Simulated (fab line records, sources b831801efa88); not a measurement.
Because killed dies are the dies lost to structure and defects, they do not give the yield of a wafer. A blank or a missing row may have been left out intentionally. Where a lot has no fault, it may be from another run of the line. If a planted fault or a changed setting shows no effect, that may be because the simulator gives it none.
Which of the tools did it? | flow gf180mcu | 33 wafers from 11 lots sampled at 2 of the route's 602 steps

== WHAT EACH GAUGE READ, for each wafer ==
GF_M2_THK_MEAS_06: measures by xrf.
lot  | measured     | on            | M2_ALCU_THK (nm)
L626 | day 18 08:34 | film_metro-04 | 442 445 442
L627 | day 18 20:44 | film_metro-01 | 443 443 436
L628 | day 18 23:22 | film_metro-01 | 436 433 441
L629 | day 19 11:25 | film_metro-04 | 448 450 459
L630 | day 19 16:13 | film_metro-04 | 448 460 455
L631 | day 20 06:20 | film_metro-01 | 450 449 438
L634 | day 21 09:24 | film_metro-04 | 452 454 445
L636 | day 22 01:23 | film_metro-01 | 445 456 457
L644 | day 24 19:14 | film_metro-02 | 429 443 438
L646 | day 25 05:19 | film_metro-01 | 452 444 445
L649 | day 26 06:50 | film_metro-04 | 438 448 441

GF_V2_THK_MEAS_01.
lot  | measured     | on            | V2_CVD_00_THK (nm)
L626 | day 19 09:30 | film_metro-04 | 596 596 599
L627 | day 19 22:00 | film_metro-01 | 589 592 583
L628 | day 20 00:52 | film_metro-04 | 597 596 592
L629 | day 20 12:29 | film_metro-03 | 598 596 600
L630 | day 20 17:45 | film_metro-03 | 586 609 594
L631 | day 21 07:04 | film_metro-04 | 596 604 598
L634 | day 22 10:04 | film_metro-04 | 583 591 592
L636 | day 23 01:35 | film_metro-01 | 610 608 596
L644 | day 25 17:23 | film_metro-04 | 597 586 601
L646 | day 26 03:14 | film_metro-01 | 591 605 585
L649 | day 27 03:49 | film_metro-03 | 596 599 597

== EACH LOT AND THE TOOL THAT RAN IT (in order: tool; ch and the chambers of the sampled wafers; start) ==
The record shows no process step preceding these readings.

== AS READ BY THE TOOLS THEMSELVES (means over the sampled wafers that have a number; for cases with no such wafer, the mark the record gives instead) ==
The record holds no such reading with a usual standard deviation.

== THE ANSWER, worked out from the rows above alone ==
Rule: the lots themselves supply what counts as usual. The widest of any qualifying gaps counts: lots, ordered by their means at a reading, are off when they make up no more than a third of the lots, leave a main group of 4 or more, and stand apart from it by 3 or more times the standard deviation of that group's means. Not used: any main group whose means are identical at the precision the tables above print for the reading. Also off: a lot with no number at a reading for which 4 or more lots have one. All remaining lots with rows at the step are treated as sound. After the gauges, taken in route order, come the tools' own readings; for these a lot's mean is taken, as printed above. The first step at which some lot is off is used, and at that step the reading that is off furthest; a lot without a number counts as furthest.
No lot is off at any reading shown: from this, nothing can be told.

== WHAT THE SIMULATOR HAD PUT IN ==
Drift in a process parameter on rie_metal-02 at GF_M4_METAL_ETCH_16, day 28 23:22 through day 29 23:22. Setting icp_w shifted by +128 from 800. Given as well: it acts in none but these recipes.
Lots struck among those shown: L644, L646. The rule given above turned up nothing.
